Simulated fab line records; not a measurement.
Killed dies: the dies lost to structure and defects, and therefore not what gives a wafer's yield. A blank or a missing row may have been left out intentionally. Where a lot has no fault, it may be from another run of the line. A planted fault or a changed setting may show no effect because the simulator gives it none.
fab line records	flow sky130
[record] lots = 24	wafers = 72	lastDay = 51
route steps=708 shown METAL1@435 VIA1@459 VIA2@529 CAPM@540 METAL3@569
lots that met no fault: from a run of the same line without faults
startH: hours from the record's first day to the start of the lot's first wafer shown	waitH: time in hours since the lot's previous step	" repeats the value in the row above	L1.1+2: a single row standing in for several wafers	- no value, or no start given	* or withheld: withheld	< > ~ a bound
route shown NAME@n: a module of which the file shows steps, and the number in the route of the first	usual: mean/standard deviation of fault-free wafers	same: alike in all rows	chamber/n: place in a boat	sites: per-site readings	_std_site: standard deviation across them	_edge_site: mean of outer sites minus mean of inner sites	radiusMm: for every site, how far away it sits from the centre of the wafer	mask NAME#n: copy n	behind: the last tool/chamber to shape the wafer	hold: why the lot was held/for how many hours/how that ended	device: names the non-switching transistor (n, p or np)	end of line: tests run on the same wafers once the route is complete	a step with no rows: only its recipe	killed: dies that structure and defects cost at the first sort, which is not the same as the wafer's yield	map: a wafer's dies, x killed, . not, _ none there
set.NAME: the setting the step ran with; set.NAME@STEP: the setting that earlier step ran with	model.NAME: the simulator's own value behind a step, which no gauge read
route steps across a sampled set of lots; one table per step, one row per wafer
services: the hour from which a tool's chamber was out of use, counted from the record's first day as startH (under 0 if before that day), plus the number of hours and why
[[steps]]
[step SKY_METAL1_SPUTTER_01]
[recipe] material = TiN	targetThkNm = 20	powerW = 6500	timeS = 16.7	chamberPressurePa = 0.4
[usual] throttleValvePct = 30.7/1.1
lot.wafer	tool	chamber	startH	waitH	throttleValvePct
L074.2	pvdSputter-04	-	728.69	0.0	29.6
L074.3	"	-	"	"	30.5
L074.6	"	-	"	"	31.1
L075.4	pvdSputter-03	-	746.65	0.0	29.4
L075.5	"	-	"	"	30.9
L075.6	"	-	"	"	29.5
L076.1	pvdSputter-03	-	749.72	0.0	30.8
L076.2	"	-	"	"	33.0
L076.5	"	-	"	"	30.8
L077.4	pvdSputter-01	-	763.07	0.0	29.7
L077.5	"	-	"	"	30.3
L077.6	"	-	"	"	30.4
L078.3	pvdSputter-03	-	792.68	0.0	33.3
L078.4	"	-	"	"	31.5
L078.6	"	-	"	"	30.9
L079.4	pvdSputter-01	-	793.91	0.0	30.5
L079.5	"	-	"	"	29.4
L079.6	"	-	"	"	30.0
L080.1	pvdSputter-03	-	794.25	0.0	29.8
L080.4	"	-	"	"	31.2
L080.5	"	-	"	"	31.5
L081.3	pvdSputter-01	-	795.57	0.0	29.7
L081.5	"	-	"	"	30.7
L081.6	"	-	"	"	30.4
L082.3	pvdSputter-03	-	801.28	0.0	32.7
L082.5	"	-	"	"	32.9
L082.6	"	-	"	"	31.3
L083.1	pvdSputter-03	-	810.04	0.0	31.3
L083.3	"	-	"	"	32.9
L083.5	"	-	"	"	31.6
L084.1	pvdSputter-03	-	822.57	0.0	32.7
L084.3	"	-	"	"	29.5
L084.5	"	-	"	"	31.0
L086.1	pvdSputter-01	-	830.98	0.0	29.8
L086.3	"	-	"	"	30.3
L086.6	"	-	"	"	30.4
L085.1	pvdSputter-01	-	834.36	0.0	30.0
L085.2	"	-	"	"	30.1
L085.4	"	-	"	"	29.5
L087.2	pvdSputter-04	-	842.78	0.0	29.6
L087.4	"	-	"	"	31.1
L087.6	"	-	"	"	30.8
L088.2	pvdSputter-03	-	843.62	0.0	31.7
L088.3	"	-	"	"	33.0
L088.6	"	-	"	"	29.5
L089.2	pvdSputter-03	-	862.92	0.0	31.3
L089.5	"	-	"	"	29.6
L089.6	"	-	"	"	30.8
L090.2	pvdSputter-03	-	870.47	0.0	29.5
L090.3	"	-	"	"	31.1
L090.4	"	-	"	"	31.6
L091.2	pvdSputter-03	-	875.73	0.0	30.9
L091.3	"	-	"	"	29.7
L091.5	"	-	"	"	31.4
L092.2	pvdSputter-04	-	880.54	0.0	31.0
L092.4	"	-	"	"	30.7
L092.5	"	-	"	"	29.7
L093.2	pvdSputter-03	-	882.05	0.0	31.2
L093.3	"	-	"	"	29.6
L093.6	"	-	"	"	33.2
L094.1	pvdSputter-03	-	890.17	0.0	31.3
L094.2	"	-	"	"	30.6
L094.3	"	-	"	"	33.0
L095.1	pvdSputter-01	-	896.78	0.0	30.4
L095.5	"	-	"	"	29.5
L095.6	"	-	"	"	29.9
L097.1	pvdSputter-01	-	923.33	0.0	29.4
L097.4	"	-	"	"	30.2
L097.5	"	-	"	"	30.3
L096.1	pvdSputter-01	-	951.02	0.0	30.3
L096.2	"	-	"	"	29.4
L096.6	"	-	"	"	30.3
[step SKY_METAL1_RS_MEAS_05]
[recipe] thkMeasGauge = four-point-probe	reads = TiN_of_METAL1_SPUTTER_04+Ti_of_METAL1_SPUTTER_03+AlCu_of_METAL1_SPUTTER_02+TiN_of_METAL1_SPUTTER_01+Ti_of_METAL1_SPUTTER_00
[usual] METAL1_ALCU_RS = 0.1268/0.0013
lot.wafer	tool	chamber	startH	waitH	METAL1_ALCU_RS[ohm/sq]
L074.2	filmMetro-01	-	728.82	0.0	0.1268
L074.3	"	-	"	"	0.1266
L074.6	"	-	"	"	0.1266
L075.4	filmMetro-04	-	746.83	0.1	0.1269
L075.5	"	-	"	"	0.1258
L075.6	"	-	"	"	0.1258
L076.1	filmMetro-01	-	749.84	0.0	0.1263
L076.2	"	-	"	"	0.1256
L076.5	"	-	"	"	0.1260
L077.4	filmMetro-01	-	763.25	0.1	0.1265
L077.5	"	-	"	"	0.1285
L077.6	"	-	"	"	0.1274
L078.3	filmMetro-03	-	792.84	0.1	0.1276
L078.4	"	-	"	"	0.1272
L078.6	"	-	"	"	0.1274
L079.4	filmMetro-01	-	794.09	0.1	0.1264
L079.5	"	-	"	"	0.1260
L079.6	"	-	"	"	0.1252
L080.1	filmMetro-01	-	794.37	0.0	0.1279
L080.4	"	-	"	"	0.1280
L080.5	"	-	"	"	0.1275
L081.3	filmMetro-01	-	795.73	0.1	0.1262
L081.5	"	-	"	"	0.1262
L081.6	"	-	"	"	0.1263
L082.3	filmMetro-03	-	801.43	0.1	0.1258
L082.5	"	-	"	"	0.1267
L082.6	"	-	"	"	0.1261
L083.1	filmMetro-01	-	810.16	0.0	0.1257
L083.3	"	-	"	"	0.1250
L083.5	"	-	"	"	0.1253
L084.1	filmMetro-03	-	822.69	0.0	0.1272
L084.3	"	-	"	"	0.1271
L084.5	"	-	"	"	0.1253
L086.1	filmMetro-04	-	831.10	0.0	0.1266
L086.3	"	-	"	"	0.1256
L086.6	"	-	"	"	0.1256
L085.1	filmMetro-01	-	834.47	0.0	0.1270
L085.2	"	-	"	"	0.1278
L085.4	"	-	"	"	0.1276
L087.2	filmMetro-01	-	842.91	0.0	0.1282
L087.4	"	-	"	"	0.1297
L087.6	"	-	"	"	0.1296
L088.2	filmMetro-04	-	843.76	0.0	0.1258
L088.3	"	-	"	"	0.1258
L088.6	"	-	"	"	0.1257
L089.2	filmMetro-04	-	863.05	0.0	0.1250
L089.5	"	-	"	"	0.1268
L089.6	"	-	"	"	0.1247
L090.2	filmMetro-03	-	870.61	0.0	0.1259
L090.3	"	-	"	"	0.1256
L090.4	"	-	"	"	0.1259
L091.2	filmMetro-03	-	875.86	0.0	0.1256
L091.3	"	-	"	"	0.1276
L091.5	"	-	"	"	0.1262
L092.2	filmMetro-03	-	880.68	0.0	0.1261
L092.4	"	-	"	"	0.1265
L092.5	"	-	"	"	0.1256
L093.2	filmMetro-03	-	882.19	0.0	0.1267
L093.3	"	-	"	"	0.1260
L093.6	"	-	"	"	0.1260
L094.1	filmMetro-03	-	890.28	0.0	0.1278
L094.2	"	-	"	"	0.1280
L094.3	"	-	"	"	0.1276
L095.1	filmMetro-01	-	896.90	0.0	0.1277
L095.5	"	-	"	"	0.1278
L095.6	"	-	"	"	0.1286
L097.1	filmMetro-04	-	923.44	0.0	0.1271
L097.4	"	-	"	"	0.1287
L097.5	"	-	"	"	0.1276
L096.1	filmMetro-03	-	951.14	0.0	0.1287
L096.2	"	-	"	"	0.1290
L096.6	"	-	"	"	0.1288
[step SKY_VIA1_THK_MEAS_01]
[recipe] reads = SiO2_of_VIA1_HDPCVD_00
[usual] VIA1_HDPCVD_THK = 1028/11
lot.wafer	tool	chamber	startH	waitH	VIA1_HDPCVD_THK[nm]
L074.2	filmMetro-02	-	757.32	0.1	1022
L074.3	"	-	"	"	1020
L074.6	"	-	"	"	1020
L075.4	filmMetro-04	-	775.49	0.0	1031
L075.5	"	-	"	"	1048
L075.6	"	-	"	"	1032
L076.1	filmMetro-01	-	776.37	0.1	1028
L076.2	"	-	"	"	1021
L076.5	"	-	"	"	1028
L077.4	filmMetro-01	-	790.73	0.0	1037
L077.5	"	-	"	"	1015
L077.6	"	-	"	"	1039
L078.3	filmMetro-02	-	820.92	0.1	1036
L078.4	"	-	"	"	1032
L078.6	"	-	"	"	1028
L079.4	filmMetro-01	-	821.39	0.0	1050
L079.5	"	-	"	"	1026
L079.6	"	-	"	"	1038
L080.1	filmMetro-04	-	821.71	0.1	1021
L080.4	"	-	"	"	1032
L080.5	"	-	"	"	1029
L081.3	filmMetro-01	-	823.55	0.1	1010
L081.5	"	-	"	"	1008
L081.6	"	-	"	"	1021
L082.3	filmMetro-04	-	829.20	0.1	1024
L082.5	"	-	"	"	1022
L082.6	"	-	"	"	1028
L083.1	filmMetro-01	-	837.36	0.1	1033
L083.3	"	-	"	"	1026
L083.5	"	-	"	"	1022
L084.1	filmMetro-02	-	849.74	0.1	1022
L084.3	"	-	"	"	1001
L084.5	"	-	"	"	1015
L086.1	filmMetro-04	-	858.59	0.1	1041
L086.3	"	-	"	"	1048
L086.6	"	-	"	"	1029
L085.1	filmMetro-02	-	861.17	0.1	1010
L085.2	"	-	"	"	1015
L085.4	"	-	"	"	1005
L087.2	filmMetro-02	-	869.57	0.1	1009
L087.4	"	-	"	"	1001
L087.6	"	-	"	"	1023
L088.2	filmMetro-02	-	871.28	0.1	1021
L088.3	"	-	"	"	1030
L088.6	"	-	"	"	1023
L089.2	filmMetro-02	-	890.63	0.1	1025
L089.5	"	-	"	"	1027
L089.6	"	-	"	"	1027
L090.2	filmMetro-02	-	898.70	0.1	1026
L090.3	"	-	"	"	1045
L090.4	"	-	"	"	1046
L091.2	filmMetro-04	-	902.84	0.1	1033
L091.3	"	-	"	"	1026
L091.5	"	-	"	"	1034
L092.2	filmMetro-04	-	907.55	0.1	1026
L092.4	"	-	"	"	1031
L092.5	"	-	"	"	1034
L093.2	filmMetro-04	-	909.06	0.1	1029
L093.3	"	-	"	"	1023
L093.6	"	-	"	"	1008
L094.1	filmMetro-01	-	916.70	0.1	1044
L094.2	"	-	"	"	1037
L094.3	"	-	"	"	1044
L095.1	filmMetro-04	-	923.64	0.1	1046
L095.5	"	-	"	"	1047
L095.6	"	-	"	"	1040
L097.1	filmMetro-04	-	948.97	0.1	1036
L097.4	"	-	"	"	1032
L097.5	"	-	"	"	1024
L096.1	filmMetro-02	-	976.48	0.1	1016
L096.2	"	-	"	"	1023
L096.6	"	-	"	"	1029
[step SKY_VIA2_RS_MEAS_22]
[recipe] thkMeasGauge = four-point-probe	reads = W_of_VIA2_CVD_21+TiN_of_VIA2_SPUTTER_20
[usual] VIA2_W_RS = 0.2725/0.0029
lot.wafer	tool	chamber	startH	waitH	VIA2_W_RS[ohm/sq]
L074.2	filmMetro-03	-	841.28	0.1	0.2742
L074.3	"	-	"	"	0.2717
L074.6	"	-	"	"	0.2742
L075.4	filmMetro-02	-	859.44	0.1	0.2731
L075.5	"	-	"	"	0.2720
L075.6	"	-	"	"	0.2759
L076.1	filmMetro-04	-	860.41	0.1	0.2752
L076.2	"	-	"	"	0.2742
L076.5	"	-	"	"	0.2759
L077.4	filmMetro-03	-	874.33	0.1	0.2719
L077.5	"	-	"	"	0.2694
L077.6	"	-	"	"	0.2684
L078.3	filmMetro-03	-	903.46	0.1	0.2747
L078.4	"	-	"	"	0.2696
L078.6	"	-	"	"	0.2741
L079.4	filmMetro-02	-	903.86	0.1	0.2731
L079.5	"	-	"	"	0.2733
L079.6	"	-	"	"	0.2739
L080.1	filmMetro-03	-	904.11	0.1	0.2686
L080.4	"	-	"	"	0.2676
L080.5	"	-	"	"	0.2712
L081.3	filmMetro-03	-	906.03	0.1	0.2718
L081.5	"	-	"	"	0.2749
L081.6	"	-	"	"	0.2743
L082.3	filmMetro-02	-	910.60	0.1	0.2722
L082.5	"	-	"	"	0.2739
L082.6	"	-	"	"	0.2728
L083.1	filmMetro-04	-	919.51	0.1	0.2751
L083.3	"	-	"	"	0.2746
L083.5	"	-	"	"	0.2721
L084.1	filmMetro-03	-	931.80	0.1	0.2741
L084.3	"	-	"	"	0.2764
L084.5	"	-	"	"	0.2729
L086.1	filmMetro-02	-	940.33	0.1	0.2772
L086.3	"	-	"	"	0.2788
L086.6	"	-	"	"	0.2798
L085.1	filmMetro-04	-	942.07	0.1	0.2744
L085.2	"	-	"	"	0.2727
L085.4	"	-	"	"	0.2710
L087.2	filmMetro-04	-	950.59	0.1	0.2743
L087.4	"	-	"	"	0.2746
L087.6	"	-	"	"	0.2773
L088.2	filmMetro-02	-	951.53	0.1	0.2709
L088.3	"	-	"	"	0.2666
L088.6	"	-	"	"	0.2683
L089.2	filmMetro-03	-	970.86	0.1	0.2717
L089.5	"	-	"	"	0.2715
L089.6	"	-	"	"	0.2732
L090.2	filmMetro-02	-	976.84	0.1	0.2777
L090.3	"	-	"	"	0.2740
L090.4	"	-	"	"	0.2757
L091.2	filmMetro-03	-	982.11	0.1	0.2715
L091.3	"	-	"	"	0.2702
L091.5	"	-	"	"	0.2679
L092.2	filmMetro-04	-	985.27	0.1	0.2675
L092.4	"	-	"	"	0.2697
L092.5	"	-	"	"	0.2700
L093.2	filmMetro-02	-	987.11	0.1	0.2741
L093.3	"	-	"	"	0.2750
L093.6	"	-	"	"	0.2759
L094.1	filmMetro-02	-	994.45	0.1	0.2698
L094.2	"	-	"	"	0.2683
L094.3	"	-	"	"	0.2681
L095.1	filmMetro-04	-	1000.33	0.1	0.2717
L095.5	"	-	"	"	0.2693
L095.6	"	-	"	"	0.2701
L097.1	filmMetro-04	-	1024.10	0.1	0.2732
L097.4	"	-	"	"	0.2733
L097.5	"	-	"	"	0.2750
L096.1	filmMetro-03	-	1049.82	0.1	0.2697
L096.2	"	-	"	"	0.2668
L096.6	"	-	"	"	0.2690
[step SKY_CAPM_RS_MEAS_03]
[recipe] thkMeasGauge = four-point-probe	reads = TiN_of_CAPM_SPUTTER_02
[usual] CAPM_TIN_RS = 6.91/0.072
lot.wafer	tool	chamber	startH	waitH	CAPM_TIN_RS[ohm/sq]
L074.2	filmMetro-04	-	842.11	0.1	6.93
L074.3	"	-	"	"	6.97
L074.6	"	-	"	"	6.96
L075.4	filmMetro-03	-	860.27	0.1	6.94
L075.5	"	-	"	"	6.94
L075.6	"	-	"	"	6.89
L076.1	filmMetro-04	-	861.25	0.1	6.83
L076.2	"	-	"	"	6.90
L076.5	"	-	"	"	6.98
L077.4	filmMetro-04	-	875.15	0.1	7.01
L077.5	"	-	"	"	6.99
L077.6	"	-	"	"	7.01
L078.3	filmMetro-01	-	904.29	0.1	6.91
L078.4	"	-	"	"	6.84
L078.6	"	-	"	"	6.77
L079.4	filmMetro-03	-	904.91	0.1	6.86
L079.5	"	-	"	"	6.86
L079.6	"	-	"	"	6.90
L080.1	filmMetro-04	-	905.15	0.1	6.91
L080.4	"	-	"	"	6.81
L080.5	"	-	"	"	6.79
L081.3	filmMetro-01	-	906.87	0.1	6.92
L081.5	"	-	"	"	6.88
L081.6	"	-	"	"	6.90
L082.3	filmMetro-04	-	911.43	0.1	6.84
L082.5	"	-	"	"	6.88
L082.6	"	-	"	"	6.80
L083.1	filmMetro-03	-	920.33	0.1	6.79
L083.3	"	-	"	"	6.82
L083.5	"	-	"	"	6.87
L084.1	filmMetro-03	-	932.62	0.1	6.97
L084.3	"	-	"	"	6.98
L084.5	"	-	"	"	7.02
L086.1	filmMetro-04	-	941.16	0.1	6.91
L086.3	"	-	"	"	6.91
L086.6	"	-	"	"	7.06
L085.1	filmMetro-01	-	942.89	0.1	6.74
L085.2	"	-	"	"	6.84
L085.4	"	-	"	"	6.81
L087.2	filmMetro-01	-	951.67	0.1	7.02
L087.4	"	-	"	"	7.08
L087.6	"	-	"	"	7.00
L088.2	filmMetro-03	-	952.36	0.1	6.84
L088.3	"	-	"	"	6.92
L088.6	"	-	"	"	6.91
L089.2	filmMetro-04	-	971.69	0.1	6.91
L089.5	"	-	"	"	6.82
L089.6	"	-	"	"	6.98
L090.2	filmMetro-04	-	977.67	0.1	6.95
L090.3	"	-	"	"	7.04
L090.4	"	-	"	"	7.04
L091.2	filmMetro-03	-	982.94	0.1	6.89
L091.3	"	-	"	"	6.92
L091.5	"	-	"	"	6.95
L092.2	filmMetro-03	-	986.09	0.1	6.87
L092.4	"	-	"	"	6.90
L092.5	"	-	"	"	6.95
L093.2	filmMetro-04	-	987.94	0.1	6.87
L093.3	"	-	"	"	6.92
L093.6	"	-	"	"	6.92
L094.1	filmMetro-01	-	995.27	0.1	6.92
L094.2	"	-	"	"	6.91
L094.3	"	-	"	"	6.93
L095.1	filmMetro-01	-	1001.17	0.1	6.94
L095.5	"	-	"	"	6.85
L095.6	"	-	"	"	6.90
L097.1	filmMetro-04	-	1024.94	0.1	6.87
L097.4	"	-	"	"	6.86
L097.5	"	-	"	"	6.88
L096.1	filmMetro-03	-	1050.66	0.1	6.93
L096.2	"	-	"	"	6.91
L096.6	"	-	"	"	6.90
[step SKY_METAL3_STRIP_19]
[recipe] chemistry = O2/N2	powerW = 1400	pressureMtorr = 1500	platenTempC = withheld	o2FlowSccm = 3000	n2FlowSccm = 300	overashFraction = 0.5
[usual] drypumpMotorCurrentA = 5.6/0.45	oesProductAu = 0.500/0.0055	stripTimeToEndpointS = 6.49/0.059
[same] overashFraction = 0.5
lot.wafer	tool	chamber	startH	waitH	drypumpMotorCurrentA	oesProductAu	rfHoursCounterH	stripTimeToEndpointS
L074.2	plasmaAsher-01	0	893.60	0.1	6.3	0.502	46	6.49
L074.3	"	1	"	"	5.6	0.499	-	6.39
L074.6	"	1	"	"	5.6	0.506	-	6.47
L075.4	plasmaAsher-01	1	912.78	0.1	5.6	0.507	-	6.48
L075.5	"	0	"	"	6.3	0.502	-	6.46
L075.6	"	1	"	"	5.6	0.513	-	6.56
L076.1	plasmaAsher-04	0	914.30	0.1	5.1	0.501	79	6.46
L076.2	"	1	"	"	5.6	0.503	79	6.54
L076.5	"	1	"	"	5.6	0.495	-	6.62
L077.4	plasmaAsher-04	0	927.43	0.2	5.1	0.510	-	6.48
L077.5	"	0	"	"	5.1	0.497	-	6.47
L077.6	"	1	"	"	5.6	0.498	-	6.48
L078.3	plasmaAsher-03	0	952.45	0.1	5.5	0.509	-	6.55
L078.4	"	1	"	"	6.4	0.505	-	6.48
L078.6	"	0	"	"	5.4	0.505	-	6.54
L079.4	plasmaAsher-01	0	954.20	0.1	6.3	0.498	-	6.59
L079.5	"	0	"	"	6.3	0.494	-	6.51
L079.6	"	1	"	"	5.6	0.497	-	6.56
L080.1	plasmaAsher-04	1	955.75	0.1	5.6	0.494	83	6.46
L080.4	"	0	"	"	5.1	0.504	-	6.46
L080.5	"	1	"	"	5.6	0.503	-	6.54
L081.3	plasmaAsher-04	0	957.28	0.1	5.1	0.506	-	6.58
L081.5	"	1	"	"	5.6	0.500	-	6.50
L081.6	"	0	"	"	5.1	0.508	-	6.59
L082.3	plasmaAsher-03	1	961.23	0.1	6.4	0.507	-	6.43
L082.5	"	0	"	"	5.5	0.499	-	6.38
L082.6	"	1	"	"	6.4	0.498	-	6.49
L083.1	plasmaAsher-04	1	969.52	0.1	5.6	0.494	85	6.44
L083.3	"	1	"	"	5.6	0.496	-	6.42
L083.5	"	1	"	"	5.6	0.495	-	6.44
L084.1	plasmaAsher-04	1	982.77	0.1	5.6	0.505	86	6.62
L084.3	"	0	"	"	5.1	0.498	-	6.56
L084.5	"	0	"	"	5.1	0.506	-	6.57
L086.1	plasmaAsher-01	0	989.96	0.1	6.3	0.506	55	6.62
L086.3	"	0	"	"	6.3	0.501	-	6.53
L086.6	"	0	"	"	6.3	0.500	-	6.56
L085.1	plasmaAsher-04	1	990.72	0.1	5.6	0.500	87	6.44
L085.2	"	0	"	"	5.1	0.499	87	6.50
L085.4	"	0	"	"	5.1	0.501	-	6.42
L087.2	plasmaAsher-01	0	1000.11	0.1	6.3	0.510	56	6.54
L087.4	"	0	"	"	6.3	0.507	-	6.51
L087.6	"	1	"	"	5.6	0.504	-	6.51
L088.2	plasmaAsher-01	0	1001.76	0.1	6.3	0.503	56	6.55
L088.3	"	0	"	"	6.3	0.494	-	6.47
L088.6	"	1	"	"	5.6	0.501	-	6.47
L089.2	plasmaAsher-04	0	1019.53	0.1	5.1	0.498	90	6.38
L089.5	"	0	"	"	5.1	0.501	-	6.55
L089.6	"	1	"	"	5.6	0.497	-	6.47
L090.2	plasmaAsher-03	0	1025.48	0.1	5.5	0.490	27	6.44
L090.3	"	0	"	"	5.5	0.495	-	6.41
L090.4	"	1	"	"	6.4	0.490	-	6.39
L091.2	plasmaAsher-04	1	1029.89	0.1	5.6	0.501	91	6.49
L091.3	"	1	"	"	5.6	0.501	-	6.48
L091.5	"	1	"	"	5.6	0.494	-	6.45
L092.2	plasmaAsher-01	1	1033.83	0.1	5.6	0.499	59	6.47
L092.4	"	1	"	"	5.6	0.489	-	6.40
L092.5	"	0	"	"	6.2	0.504	-	6.55
L093.2	plasmaAsher-04	1	1034.78	0.1	5.6	0.497	91	6.45
L093.3	"	0	"	"	5.0	0.491	-	6.45
L093.6	"	1	"	"	5.6	0.497	-	6.42
L094.1	plasmaAsher-03	0	1041.45	0.1	5.4	0.488	29	6.41
L094.2	"	1	"	"	6.5	0.504	29	6.48
L094.3	"	1	"	"	6.4	0.491	-	6.48
L095.1	plasmaAsher-01	1	1048.09	0.3	5.6	0.494	60	6.48
L095.5	"	1	"	"	5.6	0.502	-	6.48
L095.6	"	0	"	"	6.3	0.500	-	6.46
L097.1	plasmaAsher-04	1	1069.56	0.1	5.6	0.491	95	6.47
L097.4	"	0	"	"	5.1	0.508	-	6.54
L097.5	"	1	"	"	5.6	0.511	-	6.50
L096.1	plasmaAsher-04	0	1092.82	0.1	5.1	0.507	98	6.48
L096.2	"	1	"	"	5.6	0.504	98	6.51
L096.6	"	0	"	"	5.1	0.502	-	6.55
[[services]]
tool	chamber	startH	hours	kind
pvdSputter-03	-	732.01	3.8	repair
plasmaAsher-04	-	733.73	3.3	repair
plasmaAsher-03	-	733.75	9.0	pm
pvdSputter-04	-	758.18	18.6	repair
plasmaAsher-03	-	780.13	10.7	pm
pvdSputter-03	-	780.42	9.9	repair
pvdSputter-01	-	789.67	2.1	repair
plasmaAsher-03	-	794.42	5.7	repair
plasmaAsher-04	-	820.76	11.2	pm
pvdSputter-01	-	837.56	9.8	repair
pvdSputter-04	-	861.83	0.6	repair
pvdSputter-04	-	890.03	5.5	repair
plasmaAsher-03	-	892.02	2.8	pm
plasmaAsher-03	-	897.16	3.2	repair
pvdSputter-04	-	916.67	18.9	repair
pvdSputter-03	-	917.11	9.1	repair
plasmaAsher-01	-	920.76	10.1	pm
plasmaAsher-01	-	960.72	0.6	repair
plasmaAsher-01	-	968.31	3.0	repair
pvdSputter-04	-	977.28	4.2	repair
pvdSputter-04	-	983.30	3.3	repair
plasmaAsher-01	-	1027.92	0.9	repair
pvdSputter-01	-	1037.47	0.7	repair
plasmaAsher-01	-	1091.74	1.8	repair
[[key]]
fault none
